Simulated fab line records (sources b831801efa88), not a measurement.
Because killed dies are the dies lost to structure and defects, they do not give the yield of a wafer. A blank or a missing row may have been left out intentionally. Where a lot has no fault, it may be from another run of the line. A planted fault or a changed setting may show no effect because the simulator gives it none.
fab line records | flow sky130
record lots=12 wafers=36 lastDay=50
route steps=708 shown VT_ADJUST_HVTR@141 SONOS_TUNNEL@163 SONOS_ONO@183
lots with no fault: from the same line, run without faults
startH: start of the lot's first displayed wafer, in hours after the record's first day | waitH: hours elapsed since this lot's preceding step | " unchanged from the row above | L1.1+2: several wafers, shown together as one row | - either no value or no given start | * or withheld: withheld | < > ~ a bound
route shown NAME@n: NAME is a module with steps in the file, n the number in the route of the first one | usual: mean and standard deviation over wafers with no fault | same: alike in all rows | chamber/n: place in a boat | sites: readings site by site | _std_site: the values' standard deviation | _edge_site: outer sites' mean less inner sites' | radiusMm: for every site, how far away it sits from the centre of the wafer | mask NAME#n: copy n | behind: the tool/chamber that last shaped the wafer | hold: cause of the lot's hold/its duration in hours/its outcome | device: transistor that didn't switch, given as n, p or np | end of line: the route-end tests of the same wafers | a step with no rows: only its recipe | killed: dies lost to structure and defects at the first sort, not the wafer's yield | map: shows each die of a wafer: x if killed, . if not, _ if none is there
set.NAME: setting as actually run; set.NAME@STEP: the setting as run at that earlier step | model.NAME: the simulator's own value behind a step, which no gauge read
route steps across a sampled set of lots; one table per step, one row per wafer
services: the hour from which a tool's chamber was out of use, counted from the record's first day as startH (under 0 if before that day), plus the number of hours and why
## steps
# step SKY_VT_ADJUST_HVTR_STRIP_10
# recipe chemistry=O2/N2 powerW=1400 pressureMtorr=1500 platenTempC=withheld o2FlowSccm=3000 n2FlowSccm=300 overashFraction=0.5
# usual drypumpMotorCurrentA=5.7/0.6 oesProductAu=0.715/0.0049 stripTimeToEndpointS=14.16/0.039
# columns lot.wafer tool chamber startH waitH drypumpMotorCurrentA oesProductAu rfHoursCounterH stripTimeToEndpointS
L339.1 plasmaAsher-02 1 203.12 0.1 5.7 0.714 54 14.11
L339.5 " 1 " " 5.7 0.710 - 14.11
L339.6 " 0 " " 5.7 0.711 - 14.11
L340.3 plasmaAsher-03 0 207.80 0.1 4.9 0.721 - 14.13
L340.4 " 1 " " 6.0 0.712 - 14.13
L340.5 " 0 " " 4.9 0.716 - 14.13
L343.3 plasmaAsher-03 0 233.86 0.1 4.9 0.718 - 14.17
L343.4 " 1 " " 6.0 0.711 - 14.14
L343.6 " 0 " " 4.9 0.716 - 14.15
L345.2 plasmaAsher-03 1 247.86 0.1 5.9 0.720 56 14.24
L345.3 " 1 " " 6.0 0.714 - 14.24
L345.6 " 0 " " 4.9 0.715 - 14.24
L346.4 plasmaAsher-03 1 261.05 0.1 6.0 0.714 - 14.16
L346.5 " 1 " " 5.9 0.717 - 14.11
L346.6 " 0 " " 4.9 0.718 - 14.13
L348.2 plasmaAsher-03 1 269.68 0.1 6.0 0.713 59 14.11
L348.4 " 1 " " 6.0 0.720 - 14.11
L348.5 " 1 " " 6.0 0.712 - 14.15
L351.2 plasmaAsher-02 1 289.71 0.1 5.7 0.715 63 14.17
L351.3 " 0 " " 5.6 0.703 - 14.16
L351.6 " 0 " " 5.7 0.719 - 14.19
L356.1 plasmaAsher-04 1 330.52 0.1 6.7 0.713 50 14.12
L356.2 " 0 " " 6.6 0.720 50 14.14
L356.6 " 0 " " 6.6 0.709 - 14.11
L357.2 plasmaAsher-04 0 336.61 0.1 6.6 0.714 50 14.16
L357.3 " 0 " " 6.6 0.718 - 14.14
L357.4 " 1 " " 6.7 0.714 - 14.16
L358.2 plasmaAsher-03 0 341.38 0.1 4.9 0.707 64 14.22
L358.3 " 0 " " 4.9 0.713 - 14.21
L358.4 " 1 " " 6.0 0.712 - 14.20
L360.2 plasmaAsher-02 1 358.46 0.1 5.7 0.717 69 14.22
L360.4 " 0 " " 5.7 0.716 - 14.23
L360.6 " 0 " " 5.7 0.712 - 14.20
L362.1 plasmaAsher-03 0 374.78 0.1 4.9 0.705 67 14.19
L362.2 " 1 " " 5.9 0.719 67 14.19
L362.4 " 1 " " 5.9 0.718 - 14.19
# step SKY_VT_ADJUST_HVTR_TW_MEAS_11
# usual VT_ADJUST_HVTR_TW=212.2/1.6
# columns lot.wafer tool chamber startH waitH VT_ADJUST_HVTR_TW
L339.1 filmMetro-02 - 203.22 0.1 212.8
L339.5 " - " " 212.1
L339.6 " - " " 211.1
L340.3 filmMetro-02 - 207.89 0.1 211.8
L340.4 " - " " 210.6
L340.5 " - " " 212.1
L343.3 filmMetro-04 - 233.95 0.1 213.9
L343.4 " - " " 212.8
L343.6 " - " " 213.6
L345.2 filmMetro-01 - 247.97 0.1 210.5
L345.3 " - " " 210.7
L345.6 " - " " 210.9
L346.4 filmMetro-01 - 261.14 0.1 210.4
L346.5 " - " " 211.5
L346.6 " - " " 211.9
L348.2 filmMetro-01 - 269.79 0.1 209.0
L348.4 " - " " 210.3
L348.5 " - " " 209.5
L351.2 filmMetro-01 - 289.82 0.1 210.0
L351.3 " - " " 210.6
L351.6 " - " " 209.7
L356.1 filmMetro-04 - 330.62 0.1 214.9
L356.2 " - " " 213.1
L356.6 " - " " 213.8
L357.2 filmMetro-01 - 336.72 0.1 211.2
L357.3 " - " " 212.0
L357.4 " - " " 211.1
L358.2 filmMetro-02 - 341.49 0.1 211.9
L358.3 " - " " 211.1
L358.4 " - " " 211.9
L360.2 filmMetro-04 - 358.57 0.1 216.0
L360.4 " - " " 214.6
L360.6 " - " " 214.3
L362.1 filmMetro-02 - 374.88 0.1 213.6
L362.2 " - " " 214.0
L362.4 " - " " 213.6
# step SKY_SONOS_TUNNEL_IMPLANT_09
# recipe species=B energyKev=20 doseCm2=1e+12 tiltDeg=withheld
# same implantIonAmu=11
# columns lot.wafer tool chamber startH waitH
L339.1+5+6 implanter-04 0 248.17 0.0
L340.3+4+5 implanter-04 0 253.67 0.1
L343.3+4+6 implanter-03 0 282.67 0.1
L345.2+3+6 implanter-02 0 297.04 0.0
L346.4+5+6 implanter-04 0 311.76 0.1
L348.2+4+5 implanter-02 0 320.79 0.0
L351.2+3+6 implanter-03 0 342.54 0.0
L356.1+2+6 implanter-03 0 385.97 0.0
L357.2+3+4 implanter-04 0 392.44 0.0
L358.2+3+4 implanter-03 0 397.59 0.0
L360.2+4+6 implanter-02 0 415.29 0.0
L362.1+2+4 implanter-02 0 433.77 0.0
# step SKY_SONOS_TUNNEL_TW_MEAS_12
# usual SONOS_TUNNEL_TW=197.2/2.5
# columns lot.wafer tool chamber startH waitH SONOS_TUNNEL_TW
L339.1 filmMetro-01 - 248.58 0.0 197.5
L339.5 " - " " 196.5
L339.6 " - " " 197.5
L340.3 filmMetro-04 - 254.06 0.0 198.7
L340.4 " - " " 198.4
L340.5 " - " " 198.1
L343.3 filmMetro-03 - 283.05 0.0 193.3
L343.4 " - " " 192.7
L343.6 " - " " 192.4
L345.2 filmMetro-01 - 297.43 0.0 196.5
L345.3 " - " " 196.5
L345.6 " - " " 196.9
L346.4 filmMetro-03 - 312.15 0.0 193.4
L346.5 " - " " 195.2
L346.6 " - " " 194.9
L348.2 filmMetro-04 - 321.18 0.0 200.5
L348.4 " - " " 200.3
L348.5 " - " " 200.2
L351.2 filmMetro-01 - 343.12 0.0 197.2
L351.3 " - " " 197.1
L351.6 " - " " 197.4
L356.1 filmMetro-01 - 386.48 0.0 197.3
L356.2 " - " " 187.6
L356.6 " - " " 197.7
L357.2 filmMetro-04 - 392.84 0.0 199.6
L357.3 " - " " 199.9
L357.4 " - " " 200.8
L358.2 filmMetro-01 - 397.98 0.0 187.1
L358.3 " - " " 187.4
L358.4 " - " " 198.8
L360.2 filmMetro-04 - 415.77 0.0 200.7
L360.4 " - " " 199.4
L360.6 " - " " 198.5
L362.1 filmMetro-04 - 434.18 0.0 198.8
L362.2 " - " " 199.0
L362.4 " - " " 199.3
# step SKY_SONOS_ONO_ETCH_15
# recipe targetDepthNm=19.52 chemistry=CHF3/O2 sourceW=600 biasW=200 pressureMtorr=40 chf3FlowSccm=50 O2_flow_sccm=5 timeS=7.8
# usual drypumpMotorCurrentA=5.8/0.43 oesProductAu=0.992/0.0091 throttleValvePct=8.824/0.0092
# columns lot.wafer tool chamber startH waitH drypumpMotorCurrentA oesProductAu rfHoursCounterH throttleValvePct
L339.1 rieDiel-03 3 277.83 0.0 6.1 0.991 116 8.832
L339.5 " 1 " " 6.0 0.971 - 8.816
L339.6 " 2 " " 5.9 0.983 - 8.817
L340.3 rieDiel-01 3 283.61 0.0 5.6 0.976 20 8.811
L340.4 " 0 " " 5.2 0.986 2 8.813
L340.5 " 2 " " 5.8 0.992 - 8.839
L343.3 rieDiel-01 2 316.76 0.0 5.8 0.998 122 8.818
L343.4 " 0 " " 5.1 0.999 2 8.823
L343.6 " 1 " " 5.4 0.996 - 8.835
L345.2 rieDiel-01 3 327.58 0.0 5.6 0.987 21 8.842
L345.3 " 1 " " 5.4 1.000 6 8.820
L345.6 " 0 " " 5.1 0.994 - 8.818
L346.4 rieDiel-01 0 344.83 0.0 5.2 0.999 - 8.824
L346.5 " 1 " " 5.4 0.994 - 8.835
L346.6 " 3 " " 5.6 0.991 - 8.815
L348.2 rieDiel-03 3 353.02 0.0 6.2 0.995 118 8.817
L348.4 " 1 " " 6.0 0.991 103 8.810
L348.5 " 1 " " 6.0 0.993 - 8.822
L351.2 rieDiel-04 3 375.88 0.0 5.8 0.989 1 8.840
L351.3 " 1 " " 5.6 1.005 56 8.821
L351.6 " 3 " " 5.8 0.992 - 8.821
L356.1 rieDiel-03 1 423.42 0.0 6.0 0.997 104 8.823
L356.2 " 0 " " 5.3 0.998 6 8.835
L356.6 " 3 " " 6.1 0.995 - 8.818
L357.2 rieDiel-04 2 430.71 0.0 6.7 0.981 30 8.822
L357.3 " 3 " " 5.8 0.992 2 8.839
L357.4 " 3 " " 5.8 0.970 - 8.818
L358.2 rieDiel-04 0 434.26 0.0 5.7 1.006 6 8.829
L358.3 " 2 " " 6.6 0.988 30 8.844
L358.4 " 3 " " 5.8 0.995 2 8.830
L360.2 rieDiel-04 2 452.37 0.0 6.7 0.991 30 8.838
L360.4 " 0 " " 5.6 1.002 6 8.840
L360.6 " 2 " " 6.7 0.984 - 8.811
L362.1 rieDiel-01 3 471.37 0.0 5.6 0.994 24 8.832
L362.2 " 2 " " 5.8 0.987 2 8.825
L362.4 " 0 " " 5.2 0.991 5 8.832
## services
# columns tool chamber startH hours kind
rieDiel-01 3 203.43 31.4 repair
rieDiel-04 3 205.14 113.2 repair
rieDiel-01 0 206.79 4.0 repair
rieDiel-04 - 215.83 0.4 repair
implanter-03 - 228.01 4.3 repair
implanter-03 - 260.37 1.6 repair
implanter-03 - 262.68 1.8 repair
rieDiel-04 0 264.57 5.7 repair
rieDiel-04 2 265.91 6.1 repair
plasmaAsher-03 - 280.30 14.6 pm
rieDiel-04 1 308.02 2.8 repair
implanter-02 - 323.43 2.8 pm
rieDiel-01 1 345.58 3.8 repair
implanter-04 - 351.31 1.7 repair
implanter-03 - 359.22 3.7 repair
rieDiel-04 1 391.55 12.9 repair
rieDiel-04 3 401.88 1.8 repair
implanter-04 - 407.33 1.0 repair
rieDiel-04 - 407.58 2.8 pm
rieDiel-01 2 410.88 5.7 repair
implanter-03 - 415.54 4.1 pm
rieDiel-04 - 416.57 0.6 repair
implanter-04 - 419.50 0.6 repair
plasmaAsher-03 - 435.54 1.8 repair
## key
firstSign step=SKY_SONOS_TUNNEL_TW_MEAS_12 reading=SONOS_TUNNEL_TW direction=down sigmas=3.9 usual=197.2 struck=187.3
effect none on later readings
metAt SKY_SONOS_TUNNEL_IMPLANT_09
struckLots L356,L358
struckWafers L356.2,L358.2,L358.3
testerLeftOut L356,L358
notActingAt SKY_VT_ADJUST_HVTR_STRIP_10,SKY_VT_ADJUST_HVTR_TW_MEAS_11,SKY_SONOS_ONO_ETCH_15
onsetBetween 342.54 385.97
fault kind=processParameterDrift tool=implanter-03 chamber=- onsetH=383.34 steps=SKY_SONOS_TUNNEL_IMPLANT_09 channel=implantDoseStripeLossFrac offset=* shape=step endH=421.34 scope=struckWafersOnly
# testerLeftOut: of these lots the tester's yield and bins aren't shown, on N5 and GAA mostly nor the transistor test; their killed dies are dies lost to structure and defects alone, not to doping, threshold or leakage, so they don't give the yield
